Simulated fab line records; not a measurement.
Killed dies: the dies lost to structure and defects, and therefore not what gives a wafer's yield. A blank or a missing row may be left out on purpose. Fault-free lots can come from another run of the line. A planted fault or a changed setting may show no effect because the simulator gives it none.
Which tool was responsible?    flow sky130    13 lots with 39 wafers sampled at 5 steps, on a route of 708 steps

== WHAT THE GAUGES SHOWED, per wafer ==
SKY_NWELL_TW_MEAS_26. Usual: NWELL_2_TW typically reads 499.0, with standard deviation 2.6.
lot   measured      on             NWELL_2_TW         flag
L650  day 5 09:31   film metro-01  501.8 501.9 499.5  
L651  day 5 20:26   film metro-04  498.5 499.5 499.0  
L652  day 5 21:24   film metro-03  493.8 498.8 498.0  
L654  day 6 06:33   film metro-01  502.4 500.3 500.5  
L655  day 6 14:10   film metro-03  496.5 498.9 496.7  
L656  day 7 00:14   film metro-04  497.1 496.0 494.1  
L657  day 7 03:34   film metro-03  497.3 497.4 497.5  
L661  day 8 00:52   film metro-03  497.8 497.6 498.8  
L665  day 9 06:35   film metro-01  503.9 504.4 503.7  
L666  day 9 11:18   film metro-03  498.9 495.8 499.6  
L667  day 9 16:31   film metro-03  498.2 497.6 496.7  
L668  day 9 23:51   film metro-04  499.6 497.6 498.5  
L670  day 10 12:19  film metro-03  494.1 500.8 497.2  

SKY_NWELL_RS_MEAS_29: the measuring method here is four-point-probe. Usual: NWELL_RS typically reads 625.2 ohm/sq, with standard deviation 1.8.
lot   measured      on             NWELL_RS (ohm/sq)  flag
L650  day 5 09:50   film metro-01  628.6 626.7 625.9  
L651  day 5 20:39   film metro-01  626.4 626.2 626.3  
L652  day 5 21:37   film metro-04  622.4 623.1 623.4  
L654  day 6 06:46   film metro-03  624.4 623.5 624.9  
L655  day 6 14:37   film metro-04  626.9 627.9 627.3  
L656  day 7 00:30   film metro-03  626.0 625.6 624.9  
L657  day 7 03:47   film metro-04  625.2 623.6 625.7  
L661  day 8 01:05   film metro-04  627.4 626.8 626.5  
L665  day 9 06:48   film metro-03  624.4 624.6 626.4  
L666  day 9 11:31   film metro-03  623.8 623.6 625.3  
L667  day 9 16:44   film metro-01  629.2 629.8 631.0  
L668  day 10 00:04  film metro-03  623.9 625.4 622.4  
L670  day 10 12:32  film metro-03  624.7 622.8 623.3  

SKY_SONOS_TUNNEL_OVL_MEAS_08. Usual: SONOS_TUNNEL_OVL typically reads -0.9 nm, with standard deviation 1.9.
lot   measured      on          SONOS_TUNNEL_OVL (nm)  flag
L650  day 11 10:53  overlay-01  0.3 0.4 -1.5           
L651  day 11 23:35  overlay-02  -0.7 0.3 2.2           
L652  day 12 03:38  overlay-01  -5.7 -4.7 -3.2         
L654  day 12 14:41  overlay-02  -2.5 -1.4 -4.3         
L655  day 13 00:38  overlay-02  0.2 0.0 0.6            
L656  day 13 12:38  overlay-02  0.2 -1.9 -0.1          
L657  day 13 18:56  overlay-02  0.3 0.5 -1.2           
L661  day 14 23:02  overlay-01  0.8 0.5 0.3            
L665  day 16 10:41  overlay-01  -1.2 -1.3 -0.8         
L666  day 16 18:31  overlay-02  2.8 1.2 0.4            
L667  day 17 10:56  overlay-01  287.0 289.0 287.0      OFF
L668  day 17 11:41  overlay-01  288.3 288.4 290.8      OFF
L670  day 17 20:30  overlay-02  287.8 288.8 287.5      OFF

== TOOL THAT RAN EACH LOT (tool first, then ch and the chambers of the sampled wafers, then the start) ==
lot   SKY_FIELD_ISO_CMP_27          SKY_SONOS_TUNNEL_EXPOSE_04
L650  cmp-02 ch 0,3, day 2 11:08    iline stepper-02 ch 0, day 10 23:29
L651  cmp-01 ch 2,3, day 2 17:05    iline stepper-01 ch 0, day 11 12:44
L652  cmp-02 ch 0,2, day 2 20:46    iline stepper-01 ch 0, day 11 16:29
L654  cmp-02 ch 0,2, day 3 06:32    iline stepper-01 ch 0, day 12 02:41
L655  cmp-02 ch 0,1,3, day 3 11:33  iline stepper-02 ch 0, day 12 12:02
L656  cmp-01 ch 0,1,2, day 3 20:47  iline stepper-02 ch 0, day 12 23:38
L657  cmp-02 ch 2,3, day 3 23:32    iline stepper-02 ch 0, day 13 06:10
L661  cmp-01 ch 1,2,3, day 4 17:35  iline stepper-02 ch 0, day 14 10:18
L665  cmp-02 ch 2,3, day 5 18:35    iline stepper-02 ch 0, day 15 21:10
L666  cmp-01 ch 0,1, day 5 23:00    iline stepper-02 ch 0, day 16 04:21
L667  cmp-02 ch 1,2,3, day 6 03:05  iline stepper-01 ch 0, day 16 22:01
L668  cmp-02 ch 0,1, day 6 08:13    iline stepper-01 ch 0, day 16 22:30
L670  cmp-01 ch 0,1,3, day 6 20:44  iline stepper-01 ch 0, day 17 08:07
- SKY_FIELD_ISO_CMP_27: polishes, stops on Si3N4, t overpolish 16 s, target thk 457.8 nm.
- SKY_SONOS_TUNNEL_EXPOSE_04: exposes mask TUNM, target cd 410 nm.

== AS READ BY THE TOOLS THEMSELVES (means over the sampled wafers that have a number; for cases with no such wafer, the mark the record gives instead) ==
SKY_FIELD_ISO_CMP_27. Usual: edge zone pressure frac 1.001, standard deviation 0.0044; motor current A 12.6 A, standard deviation 0.7; overpolish run s 15.999 s, standard deviation 0.0083; time to endpoint s 112 s, standard deviation 4.1.
lot   tool    edge zone pressure frac  motor current A (A)  overpolish run s (s)  time to endpoint s (s)  flag
L650  cmp-02  1.000                    13.1                 15.990                112                     
L651  cmp-01  1.003                    13.2                 16.007                112                     
L652  cmp-02  1.002                    11.7                 15.994                113                     
L654  cmp-02  1.001                    12.1                 15.997                116                     
L655  cmp-02  1.001                    12.2                 16.000                116                     
L656  cmp-01  1.004                    12.5                 16.004                112                     
L657  cmp-02  1.000                    12.9                 15.997                114                     
L661  cmp-01  1.004                    13.1                 15.998                111                     
L665  cmp-02  0.999                    13.0                 15.998                114                     
L666  cmp-01  0.998                    12.6                 16.004                111                     
L667  cmp-02  1.002                    12.7                 16.007                114                     
L668  cmp-02  1.001                    12.0                 16.006                113                     
L670  cmp-01  1.000                    13.0                 15.996                114                     

== THE ANSWER, worked out from the rows above alone ==
Rule: a lot is off if the mean of its wafers that have a number lies more than 3 standard deviations from the usual mean. Also off: a lot with no number at a reading for which 4 or more lots have one. The other lots that the step has rows for count as sound. The gauges are gone through in route order, then the tools' own readings, and for those a lot's mean is taken as printed above. The first step at which some lot is off is used, and at that step the reading that is off furthest; a lot without a number counts as furthest.
Off: L667, L668, L670, seen at SKY_SONOS_TUNNEL_OVL_MEAS_08 (SONOS_TUNNEL_OVL).
A tool fits if, at a process step before that reading, it ran every lot that is off, and no sound lot after the first of them. Gauges at SKY_SONOS_TUNNEL_OVL_MEAS_08: tried the same way as those tools. One fits: SKY_SONOS_TUNNEL_EXPOSE_04 on iline stepper-01. A fault onset in the window from L654 (day 12 02:41, its last sound lot) to L667 (day 16 22:01, its first lot off) fits.

== WHAT THE SIMULATOR HAD PUT IN ==
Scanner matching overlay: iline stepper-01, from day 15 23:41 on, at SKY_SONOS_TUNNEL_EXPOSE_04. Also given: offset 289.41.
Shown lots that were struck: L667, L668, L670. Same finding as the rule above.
